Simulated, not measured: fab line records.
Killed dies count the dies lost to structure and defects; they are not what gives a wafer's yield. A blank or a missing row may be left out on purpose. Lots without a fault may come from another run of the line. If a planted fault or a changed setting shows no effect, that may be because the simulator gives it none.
Matching of chambers :: flow gf180mcu :: GF_V2_CMP_04 on cmp-01: 4 sister chambers
The step polishes SiO2. 4 wafers are shown with their chamber, then 7 later ones without.

## WAFERS PAIRED WITH THEIR CHAMBERS
wafer: L183.1
chamber: 3
motor-current-A (A): 11.4

wafer: L183.2
chamber: 2
motor-current-A (A): 14.0

wafer: L192.1
chamber: 1
motor-current-A (A): 9.8

wafer: L192.3
chamber: 0
motor-current-A (A): 10.7

## WAFERS WITHOUT THEIR CHAMBER
wafer: L192.6
motor-current-A (A): 10.6

wafer: L194.1
motor-current-A (A): 13.5

wafer: L194.3
motor-current-A (A): 11.7

wafer: L194.6
motor-current-A (A): 9.4

wafer: L195.2
motor-current-A (A): 10.5

wafer: L195.3
motor-current-A (A): 10.6

wafer: L195.4
motor-current-A (A): 13.4

## EACH ONE'S CHAMBER
wafer: L192.6
from the rows above: can't be placed: 0 or 1 or 3
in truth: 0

wafer: L194.1
from the rows above: 2
in truth: 2

wafer: L194.3
from the rows above: can't be placed: 3 or 0
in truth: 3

wafer: L194.6
from the rows above: 1
in truth: 1

wafer: L195.2
from the rows above: can't be placed: 0 or 1 or 3
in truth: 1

wafer: L195.3
from the rows above: can't be placed: 0 or 1 or 3
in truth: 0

wafer: L195.4
from the rows above: 2
in truth: 2
Placed correctly: 3 of 7. Unplaceable from these rows: 4, with the true chamber sitting among the candidates in 4. Placed wrongly: 0.
How it was worked out, from the rows above alone: a wafer's distance from a chamber is the root of the sum, over the readings, of the square of ((its reading less the chamber's mean) divided by the reading's scatter). If the next closest chamber is less than 2 further off than the closest, the wafer can't be placed; otherwise it belongs to the closest. For every chamber, the mean is computed from those of its wafers that are shown. The scatter (one wafer shown for each chamber): square how far every hidden wafer sits from the nearest shown wafer, average those squares and take the square root.
